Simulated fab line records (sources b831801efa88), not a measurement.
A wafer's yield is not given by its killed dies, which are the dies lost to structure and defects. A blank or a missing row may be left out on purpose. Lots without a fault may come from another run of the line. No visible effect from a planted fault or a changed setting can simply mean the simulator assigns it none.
One fault through the eyes of 2 desks ; flow gf180mcu ; numbers are kept per desk, each desk with only its own; the story behind them comes last

## METROLOGY DESK
What the gauges read, lot by lot, whatever tool the lot ran on: means of the sampled wafers that have a number. A lot is out of limits, marked OUT, if its mean lies more than 4 standard deviations from the usual mean; the brackets give that distance.
Columns: A = V1_OVL at GF_V1_OVL_MEAS_15, usual 1 nm; B = V1_W_RS at GF_V1_RS_MEAS_24, usual 0.328 ohm/sq; C = V1_W_THK at GF_V1_THK_MEAS_25, usual 354 nm
lot;first seen here;A;B;C
L509;day 18 13:26;2;0.324;358
L516;day 21 07:11;6;0.328;357
L520;day 22 11:56;12;0.334;345
L526;day 24 23:44;9;0.325;358
L528;day 25 05:53;-4;0.327;356
L530;day 26 00:14;4;0.327;355
Result from this desk: across the 6 lots, nothing is out of limits.

## THE TOOL OWNER'S DESK: pvd sputter-04
The tool's own readings at GF_M2_SPUTTER_00 (material Ti, target thk 37.5 nm, time 150 s): means of the sampled wafers that have a number, for each lot that ran on this tool. A lot is out of limits, marked OUT, if its mean lies more than 4 standard deviations from the usual mean; the brackets give that distance.
Columns: A = chamber pressure pa at GF_M2_SPUTTER_00, usual 2.000 Pa; B = throttle valve pct at GF_M2_SPUTTER_00, usual 29.7 %
lot;first seen here;A;B
L516;day 21 08:40;2.203 (+53) OUT;27.6
L520;day 22 13:19;2.199 (+52) OUT;28.5
L526;day 25 01:10;2.000;29.8
This desk's verdict: out of limits on L516, L520, starting with L516 at day 21 08:40 (chamber pressure pa at GF_M2_SPUTTER_00). Within limits: L526.

## BROUGHT TOGETHER
An alarm could have come from the tool owner's desk at day 21 08:40, on L516, L520.
Nothing out of limits was seen by the metrology desk.
The metrology desk has L516, L520 on record, within its limits.
GF_M2_SPUTTER_00 was run on pvd sputter-04 by each of the lots named.

## WHAT THE SIMULATOR PUT IN
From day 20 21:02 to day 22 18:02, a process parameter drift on pvd sputter-04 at GF_M2_SPUTTER_00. From 2, the setting chamber pressure pa moved by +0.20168. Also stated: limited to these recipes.
Struck lots among those shown: L516, L520.
Delay in hours, fault start to first out-of-limits reading, by desk: the tool owner's desk at 12.
